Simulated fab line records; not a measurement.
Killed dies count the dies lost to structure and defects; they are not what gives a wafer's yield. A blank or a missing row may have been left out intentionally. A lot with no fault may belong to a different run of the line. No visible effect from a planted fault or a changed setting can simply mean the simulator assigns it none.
Which of the tools did it? | flow gf180mcu | Sampling: 12 lots, 35 wafers, 6 of 602 route steps

WHAT EACH GAUGE READ, for each wafer
GF_PSD_RS_MEAS_14: measurement is done with a four-point probe.
lot  | measured     | on            | NSD_RS (ohm/sq)
L374 | day 14 10:20 | film metro-01 | 46.27 46.26 46.27
L376 | day 15 03:24 | film metro-03 | 46.27 46.29 46.23
L377 | day 15 10:58 | film metro-04 | 46.14 46.10 46.03
L379 | day 16 06:47 | film metro-03 | 46.19 46.30 46.19
L381 | day 16 18:52 | film metro-03 | 46.15 46.12 46.04
L382 | day 17 11:32 | film metro-03 | 46.26 46.13 46.28
L388 | day 19 23:13 | film metro-03 | 46.09 47.86 46.09 46.01 47.75 46.10
L389 | day 20 08:08 | film metro-03 | 46.16 47.98 46.12 47.87
L391 | day 21 00:30 | film metro-03 | 47.82 48.00 46.24 47.89 47.96 46.27
L392 | day 21 09:59 | film metro-01 | 46.36 46.31 46.26
L394 | day 22 00:13 | film metro-01 | 46.20 46.17 46.19
L396 | day 22 08:35 | film metro-03 | 46.24 46.26 46.28

GF_SAB_CD_MEAS_09: the cd target is 420 nm.
lot  | measured     | on        | cd nm (nm)
L374 | day 15 05:42 | cd sem-02 | 419.4 420.8 418.7
L376 | day 16 00:43 | cd sem-01 | 423.2 421.2 421.1
L377 | day 16 08:34 | cd sem-01 | 414.6 418.3 415.9
L379 | day 17 05:08 | cd sem-02 | 417.9 421.1 418.7
L381 | day 17 16:38 | cd sem-01 | 423.0 421.9 422.6
L382 | day 18 10:52 | cd sem-01 | 419.9 419.9 418.6
L388 | day 20 22:58 | cd sem-01 | 426.2 426.4 424.1
L389 | day 21 08:07 | cd sem-02 | 417.2 416.0
L391 | day 22 00:31 | cd sem-01 | 421.2 422.7 421.2
L392 | day 22 09:38 | cd sem-02 | 420.9 420.9 420.4
L394 | day 22 23:05 | cd sem-02 | 422.4 422.8 422.9
L396 | day 23 07:24 | cd sem-02 | 423.1 422.3 421.8

TOOL THAT RAN EACH LOT (tool first, then ch and the chambers of the sampled wafers, then the start)
lot  | GF_DUAL_GATE_STRIP_13                | GF_HV_LDD_RTA_52                 | GF_NSD_IMPLANT_10               | GF_NSD_STRIP_11
L374 | plasma asher-03 ch 0,1, day 8 12:23  | rtp anneal-02 ch 0, day 12 14:58 | implanter-01 ch 0, day 13 13:08 | plasma asher-03 ch 0,1, day 13 13:14
L376 | plasma asher-04 ch 0,1, day 9 04:11  | rtp anneal-02 ch 0, day 13 08:30 | implanter-03 ch 0, day 14 06:56 | plasma asher-01 ch 0,1, day 14 07:03
L377 | plasma asher-02 ch 0,1, day 9 10:48  | rtp anneal-02 ch 0, day 13 14:15 | implanter-04 ch 0, day 14 13:49 | plasma asher-01 ch 0,1, day 14 13:57
L379 | plasma asher-02 ch 0,1, day 10 02:14 | rtp anneal-01 ch 0, day 14 08:50 | implanter-01 ch 0, day 15 07:45 | plasma asher-01 ch 0,1, day 15 07:54
L381 | plasma asher-03 ch 0, day 10 12:39   | rtp anneal-01 ch 0, day 14 20:14 | implanter-03 ch 0, day 15 19:55 | plasma asher-01 ch 0,1, day 15 20:03
L382 | plasma asher-04 ch 0,1, day 11 01:44 | rtp anneal-02 ch 0, day 15 11:56 | implanter-01 ch 0, day 16 12:57 | plasma asher-01 ch 0,1, day 16 13:06
L388 | plasma asher-02 ch 0,1, day 12 18:52 | rtp anneal-02 ch 0, day 17 19:21 | implanter-04 ch 0, day 18 21:45 | plasma asher-01 ch 0,1, day 18 21:54
L389 | plasma asher-04 ch 0, day 12 23:34   | rtp anneal-01 ch 0, day 18 04:08 | implanter-04 ch 0, day 19 06:57 | plasma asher-02 ch 1, day 19 07:06
L391 | plasma asher-04 ch 0,1, day 13 16:38 | rtp anneal-01 ch 0, day 18 16:14 | implanter-04 ch 0, day 19 23:32 | plasma asher-02 ch 0,1, day 19 23:40
L392 | plasma asher-04 ch 1, day 14 02:59   | rtp anneal-02 ch 0, day 19 06:08 | implanter-03 ch 0, day 20 09:25 | plasma asher-03 ch 0,1, day 20 09:33
L394 | plasma asher-04 ch 0,1, day 14 11:49 | rtp anneal-01 ch 0, day 19 20:38 | implanter-03 ch 0, day 20 23:34 | plasma asher-03 ch 0,1, day 20 23:42
L396 | plasma asher-04 ch 0,1, day 15 01:59 | rtp anneal-02 ch 0, day 20 06:43 | implanter-03 ch 0, day 21 09:01 | plasma asher-02 ch 0,1, day 21 09:10
- GF_DUAL_GATE_STRIP_13: strips in O2/N2.
- GF_HV_LDD_RTA_52: time 10 s.
- GF_NSD_IMPLANT_10
- GF_NSD_STRIP_11: strips in O2/N2.

WHAT THE TOOLS THEMSELVES READ (means of the sampled wafers that have a number; where no wafer has one, the mark that the record gives instead)
GF_DUAL_GATE_STRIP_13.
lot  | tool            | drypump motor current A (A) | heater power w (W) | o2 flow sccm (sccm) | oes product au (a.u.) | strip time to endpoint s (s)
L374 | plasma asher-03 | 5.4                         | 342                | 2995                | 0.718                 | 12.62
L376 | plasma asher-04 | 4.9                         | 325                | 2997                | 0.720                 | 12.64
L377 | plasma asher-02 | 5.5                         | 347                | 2995                | 0.715                 | 12.64
L379 | plasma asher-02 | 5.4                         | 339                | 2997                | 0.717                 | 12.68
L381 | plasma asher-03 | 6.5                         | 316                | 2988                | 0.719                 | 12.66
L382 | plasma asher-04 | 4.9                         | 341                | 3006                | 0.713                 | 12.62
L388 | plasma asher-02 | 5.5                         | 346                | 3001                | 0.715                 | 12.60
L389 | plasma asher-04 | 5.0                         | 318                | 3004                | 0.716                 | 12.59
L391 | plasma asher-04 | 4.9                         | 337                | 3005                | 0.713                 | 12.65
L392 | plasma asher-04 | 4.8                         | 352                | 2994                | 0.718                 | 12.63
L394 | plasma asher-04 | 4.9                         | 336                | 2997                | 0.715                 | 12.59
L396 | plasma asher-04 | 4.9                         | 342                | 3001                | 0.713                 | 12.68

GF_HV_LDD_RTA_52.
lot  | tool          | lamp power pct (%) | wafer_temp_C_max
L374 | rtp anneal-02 | 37.9               | 1004.5
L376 | rtp anneal-02 | 37.9               | 1004.8
L377 | rtp anneal-02 | 37.9               | 1004.6
L379 | rtp anneal-01 | 36.1               | 1004.1
L381 | rtp anneal-01 | 36.1               | 1004.2
L382 | rtp anneal-02 | 37.9               | 1005.3
L388 | rtp anneal-02 | 37.9               | 1004.6
L389 | rtp anneal-01 | 36.1               | 1005.5
L391 | rtp anneal-01 | 36.1               | 1004.8
L392 | rtp anneal-02 | 37.8               | 1004.6
L394 | rtp anneal-01 | 36.1               | 1005.0
L396 | rtp anneal-02 | 37.9               | 1005.4

GF_NSD_STRIP_11.
lot  | tool            | drypump motor current A (A) | heater power w (W) | o2 flow sccm (sccm) | oes product au (a.u.) | strip time to endpoint s (s)
L374 | plasma asher-03 | 5.9                         | 326                | 3013                | 0.492                 | 22.95
L376 | plasma asher-01 | 5.5                         | 336                | 3009                | 0.488                 | 22.95
L377 | plasma asher-01 | 5.4                         | 357                | 2993                | 0.484                 | 23.00
L379 | plasma asher-01 | 5.5                         | 338                | 2997                | 0.486                 | 22.94
L381 | plasma asher-01 | 5.4                         | 358                | 2998                | 0.487                 | 23.01
L382 | plasma asher-01 | 5.5                         | 331                | 3000                | 0.492                 | 22.96
L388 | plasma asher-01 | 5.5                         | 339                | 3004                | 0.485                 | 22.89
L389 | plasma asher-02 | 5.5                         | 340                | 3009                | 0.485                 | 22.86
L391 | plasma asher-02 | 5.5                         | 345                | 3004                | 0.484                 | 22.83
L392 | plasma asher-03 | 5.4                         | 342                | 3005                | 0.491                 | 22.92
L394 | plasma asher-03 | 6.0                         | 329                | 2997                | 0.484                 | 23.00
L396 | plasma asher-02 | 5.4                         | 344                | 2994                | 0.484                 | 22.92

THE ANSWER, worked out from the rows above alone
Rule: the lots themselves supply what counts as usual. The widest of any qualifying gaps counts: lots, ordered by their means at a reading, are off when they make up no more than a third of the lots, leave a main group of 4 or more, and stand apart from it by 3 or more times the standard deviation of that group's means. If all means in a main group match to the digits the tables above print for the reading, that group is not used. Also off: a lot with no number at a reading for which 4 or more lots have one. The other lots that the step has rows for count as sound. The gauges are gone through in route order, then the tools' own readings, and for those a lot's mean is taken as printed above. The first step at which some lot is off is used, and at that step the reading that is off furthest; a lot without a number counts as furthest.
Off: at GF_PSD_RS_MEAS_14 (NSD_RS), L388, L389, L391. For the main group the mean is 46.21 ohm/sq and the standard deviation 0.071.
A tool fits if, at a process step before that reading, it ran every lot that is off, and no sound lot after the first of them. The gauges at GF_PSD_RS_MEAS_14 are tried like those tools. One fits: GF_NSD_IMPLANT_10 on implanter-04. Its last sound lot is L377 (day 14 13:49), its first lot that is off L388 (day 18 21:45): a fault that began between those two fits.

WHAT HAD BEEN PUT IN BY THE SIMULATOR
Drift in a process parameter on implanter-04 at GF_NSD_IMPLANT_10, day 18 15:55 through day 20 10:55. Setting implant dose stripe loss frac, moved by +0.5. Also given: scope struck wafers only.
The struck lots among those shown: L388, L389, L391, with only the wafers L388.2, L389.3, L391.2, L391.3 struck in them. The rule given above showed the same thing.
